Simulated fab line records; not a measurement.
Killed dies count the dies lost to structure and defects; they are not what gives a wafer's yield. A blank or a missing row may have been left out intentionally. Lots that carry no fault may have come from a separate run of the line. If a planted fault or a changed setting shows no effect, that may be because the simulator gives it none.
fab line records | flow sky130
[record] lots = 13 wafers = 38 last_day = 50
route steps=708 shown FIELD_ISO@14 NWELL@34 PAD_OPEN@708
lots that met no fault: from a run of the same line without faults
start_h: the number of hours between the record's first day and the start of the first shown wafer of the lot | wait_h: hours since the lot's step before | " identical to the entry in the row above | L1.1+2: a single row standing in for several wafers | - value missing, or start not given | * or withheld: withheld | < > ~ a bound
route shown NAME@n: names a module that has steps shown in the file, with the first one's number in the route | usual: mean/standard deviation of fault-free wafers | same: alike in all rows | chamber/n: place in a boat | sites: readings site by site | _std_site: the values' standard deviation | _edge_site: mean of outer sites minus mean of inner sites | radius_mm: for every site, how far away it sits from the centre of the wafer | mask NAME#n: copy n | behind: the last tool/chamber to shape the wafer | hold: what put the lot on hold/how long, in hours/how the hold closed | device: the transistor (n, p or np) that didn't switch | end of line: the same wafers' tests at the end of the route | a step with no rows: only its recipe | killed: dies that structure and defects cost at the first sort, which is not the same as the wafer's yield | map: a wafer's dies, marking killed ones x, the rest . and places with no die _
set.NAME: setting as actually run; set.NAME@STEP: the setting as run at that earlier step | model.NAME: the simulator's own value behind a step, which no gauge read
steps of the route over a sample of lots; a table a step, a row a wafer
services: a tool's chamber out of use, with start hour (start_h, from the record's first day; less than 0 if before it), hours out, and reason
[[steps]]
[step SKY_FIELD_ISO_CD_MEAS_13]
[recipe] target_cd_nm = 150
[usual] cd_nm = 149.4/1.4
// columns lot.wafer tool chamber start_h wait_h cd_nm
L900.3 cd_sem-01 - 39.94 - 151.3
L900.4 " - " " 151.1
L900.6 " - " " 150.4
L901.1 cd_sem-02 - 43.31 - 147.7
L901.2 " - " " 148.4
L901.4 " - " " 149.9
L902.2 cd_sem-02 - 51.37 - 150.8
L902.3 " - " " 150.8
L902.4 " - " " 150.1
L903.1 cd_sem-02 - 55.31 - 148.8
L903.4 " - " " 149.4
L903.5 " - " " 148.9
L904.2 cd_sem-02 - 61.39 - 146.6
L904.3 " - " " 147.6
L904.4 " - " " 148.9
L905.1 cd_sem-01 - 65.50 - 147.0
L905.2 " - " " 149.1
L905.4 " - " " 146.6
L906.1 cd_sem-01 - 70.35 - 149.8
L906.3 " - " " 149.6
L906.6 " - " " 148.8
L907.1 cd_sem-01 - 74.47 - 148.1
L907.2 " - " " 149.2
L907.3 " - " " 148.2
L909.2 cd_sem-01 - 85.29 - 150.9
L909.4 " - " " 149.6
L909.5 " - " " 150.6
L910.2 cd_sem-02 - 93.98 - 151.7
L910.4 " - " " 150.7
L910.5 " - " " 150.7
L912.1 cd_sem-02 - 101.92 - 149.2
L912.4 " - " " 150.5
L912.5 " - " " 149.9
L914.4 cd_sem-01 - 112.37 - 152.1
L914.6 " - " " 149.2
L920.3 cd_sem-02 - 143.36 - 148.6
L920.5 " - " " 147.2
L920.6 " - " " 149.4
[step SKY_FIELD_ISO_STRIP_16]
[recipe] chemistry = O2/N2 power_w = 1400 pressure_mtorr = 1500 platen_temp_c = withheld o2_flow_sccm = 3000 n2_flow_sccm = 300 overash_fraction = 0.5
[usual] drypump_motor_current_A = 5.5/0.51 oes_product_au = 0.378/0.005 strip_time_to_endpoint_s = 3.550/0.028
// columns lot.wafer tool chamber start_h wait_h drypump_motor_current_A oes_product_au rf_hours_counter_h strip_time_to_endpoint_s
L900.3 plasma_asher-04 1 40.16 0.1 5.0 0.380 - 3.555
L900.4 " 0 " " 5.6 0.368 - 3.557
L900.6 " 0 " " 5.6 0.382 - 3.565
L901.1 plasma_asher-03 1 43.53 0.0 5.3 0.376 36 3.533
L901.2 " 0 " " 6.1 0.378 36 3.512
L901.4 " 0 " " 6.1 0.378 - 3.547
L902.2 plasma_asher-03 1 51.57 0.0 5.4 0.381 37 3.562
L902.3 " 1 " " 5.4 0.371 - 3.580
L902.4 " 0 " " 6.1 0.375 - 3.546
L903.1 plasma_asher-03 0 55.53 0.0 6.1 0.386 37 3.597
L903.4 " 1 " " 5.3 0.377 - 3.576
L903.5 " 0 " " 6.1 0.388 - 3.564
L904.2 plasma_asher-03 1 61.58 0.0 5.3 0.372 38 3.574
L904.3 " 1 " " 5.4 0.377 - 3.512
L904.4 " 0 " " 6.1 0.378 - 3.531
L905.1 plasma_asher-04 1 65.72 0.0 5.0 0.378 38 3.574
L905.2 " 0 " " 5.6 0.379 38 3.582
L905.4 " 1 " " 5.0 0.384 - 3.579
L906.1 plasma_asher-02 0 70.57 0.0 6.0 0.378 26 3.509
L906.3 " 1 " " 4.8 0.386 - 3.534
L906.6 " 1 " " 4.7 0.376 - 3.497
L907.1 plasma_asher-02 1 74.68 0.0 4.7 0.371 26 3.489
L907.2 " 0 " " 6.1 0.387 26 3.521
L907.3 " 0 " " 6.0 0.365 - 3.498
L909.2 plasma_asher-02 1 85.48 0.0 4.8 0.373 27 3.578
L909.4 " 0 " " 6.1 0.375 - 3.539
L909.5 " 0 " " 6.1 0.369 - 3.536
L910.2 plasma_asher-02 1 94.18 0.0 4.8 0.378 28 3.574
L910.4 " 1 " " 4.8 0.382 - 3.609
L910.5 " 1 " " 4.8 0.381 - 3.573
L912.1 plasma_asher-04 0 102.13 0.0 5.6 0.375 42 3.559
L912.4 " 0 " " 5.6 0.378 - 3.589
L912.5 " 0 " " 5.6 0.376 - 3.570
L914.4 plasma_asher-04 0 112.56 0.1 5.6 0.382 - 3.518
L914.6 " 0 " " 5.6 0.382 - 3.536
L920.3 plasma_asher-02 1 143.57 0.1 4.7 0.377 - 3.557
L920.5 " 0 " " 6.0 0.376 - 3.564
L920.6 " 1 " " 4.8 0.374 - 3.509
[step SKY_FIELD_ISO_CMP_27]
[recipe] stop_on = Si3N4 t_overpolish_s = 16 down_force_psi = 4 platen_rpm = 60 target_thk_nm = 457.8 pad_velocity_m_s = 0.94248
[usual] motor_current_A = 10.9/1.2 overpolish_run_s = 15.999/0.0088 time_to_endpoint_s = 114/3.6
[same] t_overpolish_s = 16
// columns lot.wafer tool chamber start_h wait_h motor_current_A overpolish_run_s time_to_endpoint_s
L900.4 cmp-02 1 44.58 0.0 12.6 16.017 111
L900.3 " 0 " " 9.6 15.990 111
L900.6 " 2 " " 11.5 15.988 113
L901.4 cmp-02 1 48.18 0.1 12.3 15.998 119
L901.1 " 2 " " 11.4 15.997 113
L901.2 " 3 " " 11.5 15.998 119
L902.3 cmp-02 0 54.95 0.0 9.5 15.994 114
L902.4 " 1 " " 12.5 15.986 112
L902.2 " 3 " " 10.8 16.000 114
L903.1 cmp-02 0 59.50 0.0 9.4 15.992 114
L903.4 " 3 " " 12.1 16.003 115
L903.5 " 1 " " 13.3 16.002 113
L904.4 cmp-01 1 64.91 0.0 11.1 16.000 113
L904.3 " 2 " " 8.7 15.979 112
L904.2 " 0 " " 10.0 15.997 109
L905.1 cmp-01 0 70.71 0.0 10.4 15.986 108
L905.2 " 1 " " 11.2 15.987 116
L905.4 " 3 " " 11.3 16.009 112
L906.3 cmp-01 3 74.32 0.0 11.4 15.973 112
L906.1 " 1 " " 11.8 15.990 121
L906.6 " 0 " " 10.1 16.002 114
L907.3 cmp-02 3 79.87 0.0 12.0 15.995 120
L907.1 " 0 " " 9.7 16.016 110
L907.2 " 2 " " 11.3 16.004 116
L909.2 cmp-02 3 89.72 0.0 12.0 15.989 119
L909.4 " 0 " " 9.1 15.989 114
L909.5 " 3 " " 11.4 16.007 120
L910.2 cmp-01 3 97.54 0.1 11.1 16.010 115
L910.4 " 0 " " 10.7 16.003 113
L910.5 " 2 " " 8.8 16.014 119
L912.4 cmp-02 3 105.44 0.0 11.3 16.005 217
L912.1 " 1 " " 12.0 15.988 223
L912.5 " 3 " " 10.8 16.010 110
L914.4 cmp-02 1 116.09 0.0 12.8 16.002 229
L914.6 " 1 " " 13.2 16.010 110
L920.3 cmp-01 2 146.96 0.1 9.4 16.003 119
L920.6 " 0 " " 10.6 15.992 117
L920.5 " 1 " " 11.9 15.997 119
[step SKY_NWELL_THK_MEAS_02]
[recipe] reads = SiO2_of_NWELL_OXIDATION_01
[usual] NWELL_OXIDATION_THK = 9.97/0.18
// columns lot.wafer tool chamber start_h wait_h NWELL_OXIDATION_THK[nm]
L900.3 film_metro-04 - 46.90 0.0 10.08
L900.4 " - " " 10.16
L900.6 " - " " 10.25
L901.1 film_metro-04 - 50.48 0.0 10.44
L901.2 " - " " 10.38
L901.4 " - " " 10.28
L902.2 film_metro-04 - 57.36 0.1 9.66
L902.3 " - " " 9.79
L902.4 " - " " 9.78
L903.1 film_metro-04 - 61.83 0.0 9.93
L903.4 " - " " 9.95
L903.5 " - " " 9.95
L904.2 film_metro-04 - 68.97 0.1 10.22
L904.3 " - " " 10.05
L904.4 " - " " 10.19
L905.1 film_metro-04 - 73.62 0.0 9.87
L905.2 " - " " 9.58
L905.4 " - " " 9.76
L906.1 film_metro-04 - 78.37 0.0 10.01
L906.3 " - " " 9.93
L906.6 " - " " 9.97
L907.1 film_metro-01 - 82.65 0.0 10.16
L907.2 " - " " 10.14
L907.3 " - " " 10.06
L909.2 film_metro-01 - 93.73 0.0 9.82
L909.4 " - " " 9.77
L909.5 " - " " 9.73
L910.2 film_metro-01 - 99.90 0.0 9.87
L910.4 " - " " 9.97
L910.5 " - " " 9.88
L912.1 film_metro-01 - 108.65 0.3 9.92
L912.4 " - " " 9.92
L912.5 " - " " 9.94
L914.4 film_metro-01 - 119.47 0.0 10.10
L914.6 " - " " 10.18
L920.3 film_metro-04 - 149.30 0.0 10.13
L920.5 " - " " 10.13
L920.6 " - " " 10.21
[step SKY_PAD_OPEN_PROBE_99]
[usual] killed_at_M0_to_M3 = 42/7.7 killed_at_M4_up = 3.1/1.9 killed_at_contacts = 24/4.9 killed_at_front_end = 15/4.6 killed_at_other = 0.3/0.51 killed_dies = 85/9.9 killed_open = 47/7.1 killed_short = 38/6.7
[same] gross_dies = 492 killed_at_back_side = 0
// columns lot.wafer tool chamber start_h wait_h killed_at_M0_to_M3 killed_at_M4_up killed_at_contacts killed_at_front_end killed_at_other killed_dies killed_open killed_short
L900.3 prober-01 - 1090.96 0.2 33 3 19 13 0 68 37 31
L900.4 prober-01 - 1091.01 0.2 56 1 17 13 0 87 40 47
L900.6 prober-01 - 1091.11 0.2 56 0 26 10 0 92 60 32
L901.1 prober-02 - 1093.02 0.1 52 3 17 9 0 81 41 40
L901.2 prober-02 - 1093.07 0.1 42 0 29 12 0 83 49 33
L901.4 prober-02 - 1093.17 0.2 31 3 18 18 1 71 40 30
L902.2 prober-01 - 1098.47 0.1 37 0 29 16 0 82 48 33
L902.3 prober-01 - 1098.52 0.2 41 2 26 7 0 76 36 39
L902.4 prober-01 - 1098.57 0.2 42 3 18 13 0 76 43 33
L903.1 prober-02 - 1106.56 0.1 35 2 23 20 0 80 46 34
L903.4 prober-02 - 1106.71 0.2 47 5 18 21 0 91 50 41
L903.5 prober-02 - 1106.76 0.2 41 3 26 20 0 90 57 33
L904.2 prober-01 - 1117.28 0.1 46 2 21 11 0 80 43 37
L904.3 prober-01 - 1117.33 0.2 43 6 26 13 0 88 49 39
L904.4 prober-01 - 1117.38 0.2 40 1 34 17 0 92 54 38
L905.1 prober-02 - 1121.83 0.1 40 2 17 15 1 75 43 32
L905.2 prober-02 - 1121.88 0.1 42 1 34 16 0 93 45 48
L905.4 prober-02 - 1121.98 0.2 50 1 16 20 0 87 52 35
L906.1 prober-01 - 1126.38 0.1 49 3 22 10 0 84 50 34
L906.3 prober-01 - 1126.48 0.2 49 0 28 13 2 92 49 43
L906.6 prober-01 - 1126.63 0.2 36 4 20 11 0 71 42 29
L907.1 prober-02 - 1130.15 0.1 58 6 29 18 0 111 63 48
L907.2 prober-02 - 1130.20 0.1 34 6 25 20 0 85 44 41
L907.3 prober-02 - 1130.25 0.2 40 2 29 13 0 84 45 39
L909.2 prober-02 - 1142.16 0.1 53 8 26 12 0 99 49 50
L909.4 prober-02 - 1142.26 0.2 45 1 35 17 1 99 60 38
L909.5 prober-02 - 1142.31 0.2 50 1 24 15 0 90 50 40
L910.2 prober-01 - 1149.39 0.1 45 3 23 15 0 86 53 32
L910.4 prober-01 - 1149.49 0.2 39 2 17 19 0 77 46 29
L910.5 prober-01 - 1149.54 0.2 42 2 18 19 0 81 49 32
L912.1 prober-01 - 1159.45 0.1 36 8 32 14 1 91 57 34
L912.4 prober-01 - 1159.60 0.2 31 0 30 24 1 86 42 43
L912.5 prober-01 - 1159.65 0.2 38 5 21 16 0 80 39 41
L914.4 prober-01 - 1166.11 0.2 40 3 26 12 1 82 47 35
L914.6 prober-01 - 1166.21 0.2 31 1 29 16 0 77 41 36
L920.3 prober-01 - 1197.57 0.2 44 2 29 15 0 90 47 43
L920.5 prober-01 - 1197.67 0.2 41 3 25 10 1 80 41 39
L920.6 prober-01 - 1197.72 0.2 52 0 23 4 1 80 47 33
// killed by level:class
L900.3 CONTACT:geometric_particle:open=10 VIA1:geometric_particle:open=9 METAL1:geometric_particle:short=5 VIA2:geometric_particle:open=5 METAL2:geometric_particle:short=4 LI_CONTACT:geometric_particle:open=4 FIELD_ISO:geometric_particle:short=3 VIA1:geometric_particle:short=3
L900.4 VIA1:geometric_particle:open=11 METAL2:geometric_particle:short=10 VIA3:geometric_particle:short=8 METAL1:geometric_particle:short=8 CONTACT:geometric_particle:open=6 LI_CONTACT:geometric_particle:open=5 VIA2:geometric_particle:open=5 FIELD_ISO:geometric_particle:short=4
L900.6 VIA1:geometric_particle:open=15 CONTACT:geometric_particle:open=12 VIA2:geometric_particle:open=8 VIA1:geometric_particle:short=7 VIA3:geometric_particle:open=7 LI_CONTACT:geometric_particle:open=6 METAL1:geometric_particle:short=6 CONTACT:geometric_particle:short=4
L901.1 METAL1:geometric_particle:short=9 VIA1:geometric_particle:open=9 CONTACT:geometric_particle:open=8 VIA2:geometric_particle:open=8 VIA1:geometric_particle:short=7 METAL2:geometric_particle:short=7 VIA3:geometric_particle:open=7 LI_CONTACT:geometric_particle:open=4
L901.2 CONTACT:geometric_particle:open=12 VIA1:geometric_particle:open=10 LI_CONTACT:geometric_particle:open=8 VIA2:geometric_particle:open=7 VIA3:geometric_particle:open=6 VIA1:geometric_particle:short=5 LOCAL_INTERCONNECT:geometric_particle:short=5 METAL1:geometric_particle:short=5
L901.4 CONTACT:geometric_particle:open=12 VIA1:geometric_particle:open=10 FIELD_ISO:geometric_particle:short=5 POLY_GATE:geometric_particle:open=5 POLY_GATE:geometric_particle:short=5 VIA1:geometric_particle:short=4 VIA3:geometric_particle:short=4 VIA3:geometric_particle:open=4
L902.2 CONTACT:geometric_particle:open=14 CONTACT:geometric_particle:short=8 VIA1:geometric_particle:open=8 VIA2:geometric_particle:open=7 FIELD_ISO:geometric_particle:open=5 VIA2:geometric_particle:short=5 VIA3:geometric_particle:open=4 METAL2:geometric_particle:short=4
L902.3 CONTACT:geometric_particle:open=9 VIA3:geometric_particle:open=8 CONTACT:geometric_particle:short=7 VIA3:geometric_particle:short=6 LI_CONTACT:geometric_particle:open=5 VIA1:geometric_particle:open=5 METAL3:geometric_particle:short=5 METAL1:geometric_particle:short=4
L902.4 VIA1:geometric_particle:open=12 CONTACT:geometric_particle:open=9 VIA3:geometric_particle:open=7 VIA2:geometric_particle:open=6 METAL2:geometric_particle:short=6 FIELD_ISO:geometric_particle:short=5 CONTACT:geometric_particle:short=4 VIA3:geometric_particle:short=4
L903.1 VIA1:geometric_particle:open=13 CONTACT:geometric_particle:open=11 POLY_GATE:geometric_particle:open=5 METAL1:geometric_particle:short=5 FIELD_ISO:geometric_particle:short=4 POLY_GATE:geometric_particle:short=4 LI_CONTACT:geometric_particle:open=4 VIA3:geometric_particle:open=4
L903.4 VIA1:geometric_particle:open=16 CONTACT:geometric_particle:open=8 FIELD_ISO:geometric_particle:open=6 VIA1:geometric_particle:short=6 POLY_GATE:geometric_particle:short=5 METAL2:geometric_particle:short=5 VIA2:geometric_particle:open=5 VIA3:geometric_particle:short=5
L903.5 CONTACT:geometric_particle:open=10 VIA1:geometric_particle:open=9 VIA3:geometric_particle:open=7 VIA2:geometric_particle:open=7 FIELD_ISO:geometric_particle:open=6 LI_CONTACT:geometric_particle:open=6 FIELD_ISO:geometric_particle:short=4 CONTACT:geometric_particle:short=4
L904.2 VIA1:geometric_particle:open=11 LI_CONTACT:geometric_particle:open=9 VIA3:geometric_particle:open=8 POLY_GATE:geometric_particle:short=6 CONTACT:geometric_particle:open=6 METAL1:geometric_particle:short=5 VIA2:geometric_particle:open=5 VIA3:geometric_particle:short=5
L904.3 VIA2:geometric_particle:open=10 VIA1:geometric_particle:open=9 LI_CONTACT:geometric_particle:open=8 LOCAL_INTERCONNECT:geometric_particle:short=7 CONTACT:geometric_particle:open=6 METAL4:geometric_particle:short=5 SPACER:geometric_particle:open=4 METAL1:geometric_particle:short=4
L904.4 LI_CONTACT:geometric_particle:open=13 CONTACT:geometric_particle:open=11 VIA1:geometric_particle:open=8 VIA2:geometric_particle:open=8 POLY_GATE:geometric_particle:short=6 VIA3:geometric_particle:short=6 FIELD_ISO:geometric_particle:open=5 CONTACT:geometric_particle:short=4
L905.1 VIA1:geometric_particle:open=8 VIA2:geometric_particle:open=8 LI_CONTACT:geometric_particle:open=6 VIA3:geometric_particle:open=6 METAL2:geometric_particle:short=5 CONTACT:geometric_particle:open=4 VIA1:geometric_particle:short=4 POLY_GATE:geometric_particle:short=3
L905.2 LI_CONTACT:geometric_particle:open=10 METAL1:geometric_particle:short=9 LOCAL_INTERCONNECT:geometric_particle:short=8 VIA1:geometric_particle:open=8 CONTACT:geometric_particle:open=7 VIA1:geometric_particle:short=7 FIELD_ISO:geometric_particle:short=5 POLY_GATE:geometric_particle:open=5
L905.4 VIA1:geometric_particle:open=14 CONTACT:geometric_particle:open=8 VIA2:geometric_particle:open=7 POLY_GATE:geometric_particle:short=6 VIA3:geometric_particle:open=6 METAL2:geometric_particle:short=5 VIA1:geometric_particle:short=5 POLY_GATE:geometric_particle:open=4
L906.1 VIA3:geometric_particle:open=12 LI_CONTACT:geometric_particle:open=9 METAL1:geometric_particle:short=9 VIA1:geometric_particle:open=7 CONTACT:geometric_particle:open=6 LOCAL_INTERCONNECT:geometric_particle:short=5 METAL2:geometric_particle:short=4 FIELD_ISO:geometric_particle:open=3
L906.3 LI_CONTACT:geometric_particle:open=11 VIA1:geometric_particle:open=10 VIA1:geometric_particle:short=10 CONTACT:geometric_particle:open=8 METAL1:geometric_particle:short=5 METAL2:geometric_particle:short=5 FIELD_ISO:geometric_particle:short=4 POLY_GATE:geometric_particle:open=4
L906.6 VIA1:geometric_particle:open=13 CONTACT:geometric_particle:open=9 METAL1:geometric_particle:short=7 VIA3:geometric_particle:open=6 LOCAL_INTERCONNECT:geometric_particle:short=5 CONTACT:geometric_particle:short=4 FIELD_ISO:geometric_particle:open=3 POLY_GATE:geometric_particle:short=3
L907.1 VIA1:geometric_particle:open=11 CONTACT:geometric_particle:open=10 VIA1:geometric_particle:short=10 VIA2:geometric_particle:open=10 LI_CONTACT:geometric_particle:open=9 VIA3:geometric_particle:open=7 METAL2:geometric_particle:short=6 FIELD_ISO:geometric_particle:open=5
L907.2 CONTACT:geometric_particle:open=11 LI_CONTACT:geometric_particle:open=10 METAL2:geometric_particle:short=7 FIELD_ISO:geometric_particle:short=5 VIA1:geometric_particle:short=5 VIA1:geometric_particle:open=5 FIELD_ISO:geometric_particle:open=4 POLY_GATE:geometric_particle:open=4
L907.3 CONTACT:geometric_particle:open=10 LI_CONTACT:geometric_particle:open=8 METAL1:geometric_particle:short=7 VIA3:geometric_particle:open=6 CONTACT:geometric_particle:short=5 METAL2:geometric_particle:short=5 VIA1:geometric_particle:open=4 METAL1:geometric_particle:open=4
L909.2 LI_CONTACT:geometric_particle:open=8 METAL1:geometric_particle:short=8 CONTACT:geometric_particle:open=8 VIA1:geometric_particle:open=8 VIA3:geometric_particle:open=8 METAL2:geometric_particle:short=6 METAL4:geometric_particle:short=6 VIA2:geometric_particle:short=5
L909.4 CONTACT:geometric_particle:open=16 LI_CONTACT:geometric_particle:open=9 METAL1:geometric_particle:short=9 VIA1:geometric_particle:open=9 VIA2:geometric_particle:open=9 CONTACT:geometric_particle:short=7 VIA3:geometric_particle:open=6 METAL2:geometric_particle:short=5
L909.5 VIA1:geometric_particle:open=12 CONTACT:geometric_particle:open=8 VIA2:geometric_particle:open=7 CONTACT:geometric_particle:short=6 VIA1:geometric_particle:short=6 VIA3:geometric_particle:open=6 LI_CONTACT:geometric_particle:open=5 METAL1:geometric_particle:short=5
L910.2 VIA1:geometric_particle:open=18 CONTACT:geometric_particle:open=8 LI_CONTACT:geometric_particle:open=7 METAL2:geometric_particle:short=7 VIA1:geometric_particle:short=6 FIELD_ISO:geometric_particle:open=5 FIELD_ISO:geometric_particle:short=4 VIA3:geometric_particle:open=4
L910.4 VIA1:geometric_particle:open=13 CONTACT:geometric_particle:open=9 FIELD_ISO:geometric_particle:short=5 FIELD_ISO:geometric_particle:open=5 VIA3:geometric_particle:open=5 POLY_GATE:geometric_particle:short=4 LI_CONTACT:geometric_particle:open=4 METAL2:geometric_particle:short=4
L910.5 VIA1:geometric_particle:open=13 FIELD_ISO:geometric_particle:short=7 LI_CONTACT:geometric_particle:open=7 FIELD_ISO:geometric_particle:open=6 CONTACT:geometric_particle:open=6 VIA2:geometric_particle:open=6 METAL1:geometric_particle:short=4 VIA2:geometric_particle:short=4
L912.1 CONTACT:geometric_particle:open=12 LI_CONTACT:geometric_particle:open=10 VIA1:geometric_particle:open=8 VIA3:geometric_particle:open=7 POLY_GATE:geometric_particle:short=5 VIA1:geometric_particle:short=5 VIA2:geometric_particle:open=5 LI_CONTACT:geometric_particle:short=4
L912.4 VIA1:geometric_particle:open=8 POLY_GATE:geometric_particle:open=7 LI_CONTACT:geometric_particle:open=7 CONTACT:geometric_particle:open=7 LOCAL_INTERCONNECT:geometric_particle:short=6 CONTACT:geometric_particle:short=6 METAL1:geometric_particle:short=6 FIELD_ISO:geometric_particle:short=4
L912.5 LOCAL_INTERCONNECT:geometric_particle:short=8 METAL2:geometric_particle:short=7 CONTACT:geometric_particle:open=6 METAL1:geometric_particle:short=6 VIA3:geometric_particle:open=6 FIELD_ISO:geometric_particle:open=5 LI_CONTACT:geometric_particle:open=5 VIA2:geometric_particle:open=5
L914.4 CONTACT:geometric_particle:open=11 VIA1:geometric_particle:open=9 POLY_GATE:geometric_particle:open=6 LI_CONTACT:geometric_particle:open=5 LOCAL_INTERCONNECT:geometric_particle:short=5 METAL1:geometric_particle:short=5 METAL2:geometric_particle:short=5 VIA3:geometric_particle:open=5
L914.6 CONTACT:geometric_particle:open=10 VIA1:geometric_particle:open=10 CONTACT:geometric_particle:short=8 VIA3:geometric_particle:open=8 FIELD_ISO:geometric_particle:open=5 VIA1:geometric_particle:short=5 LI_CONTACT:geometric_particle:open=4 METAL1:geometric_particle:short=4
L920.3 CONTACT:geometric_particle:open=12 VIA1:geometric_particle:open=7 LI_CONTACT:geometric_particle:open=7 VIA3:geometric_particle:open=6 CONTACT:geometric_particle:short=5 METAL1:geometric_particle:short=5 METAL2:geometric_particle:short=5 VIA2:geometric_particle:open=5
L920.5 VIA2:geometric_particle:open=10 VIA1:geometric_particle:open=9 CONTACT:geometric_particle:open=7 LOCAL_INTERCONNECT:geometric_particle:short=5 CONTACT:geometric_particle:short=5 VIA3:geometric_particle:open=5 FIELD_ISO:geometric_particle:short=4 LI_CONTACT:geometric_particle:short=4
L920.6 VIA1:geometric_particle:open=14 LI_CONTACT:geometric_particle:open=7 VIA1:geometric_particle:short=7 CONTACT:geometric_particle:short=6 CONTACT:geometric_particle:open=6 METAL2:geometric_particle:short=6 VIA3:geometric_particle:open=6 METAL2:geometric_particle:open=4
[[services]]
// columns tool chamber start_h hours kind
cmp-01 - 50.72 0.6 repair
cmp-02 - 64.00 4.0 pm
cmp-02 - 68.00 - consumable_replace:conditioner
cmp-02 - 68.00 - consumable_replace:pad
cmp-01 - 80.09 1.4 repair
cmp-01 - 83.05 6.0 pm
plasma_asher-02 - 98.20 15.6 pm
cmp-01 - 101.26 0.9 repair
plasma_asher-03 - 108.75 9.0 pm
plasma_asher-03 0 108.75 9.0 vent_cycle
plasma_asher-03 1 108.75 9.0 vent_cycle
plasma_asher-03 0 117.75 - clean
plasma_asher-03 1 117.75 - clean
cmp-02 - 119.28 2.4 repair
plasma_asher-03 - 139.75 6.9 repair
[[key]]
[first_sign] step = SKY_FIELD_ISO_CMP_27 reading = time_to_endpoint_s direction = up sigmas = 30 usual = * struck = *
effect none on later readings
met_at SKY_FIELD_ISO_CMP_27
struck_lots L912,L914
struck_wafers L912.1,L912.4,L914.4
tester_left_out L912,L914
not_acting_at SKY_FIELD_ISO_CD_MEAS_13,SKY_FIELD_ISO_STRIP_16,SKY_NWELL_THK_MEAS_02
onset_between 89.72 105.44
[fault] kind = process_parameter_drift tool = cmp-02 chamber = - onset_h = 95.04 steps = SKY_FIELD_ISO_CMP_27 channel = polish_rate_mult offset = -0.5 shape = step end_h = 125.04 scope = struck_wafers_only
// tester_left_out: of these lots the tester's yield and bins aren't shown, on N5 and GAA mostly nor the transistor test; their killed dies are dies lost to structure and defects alone, not to doping, threshold or leakage, so they don't give the yield
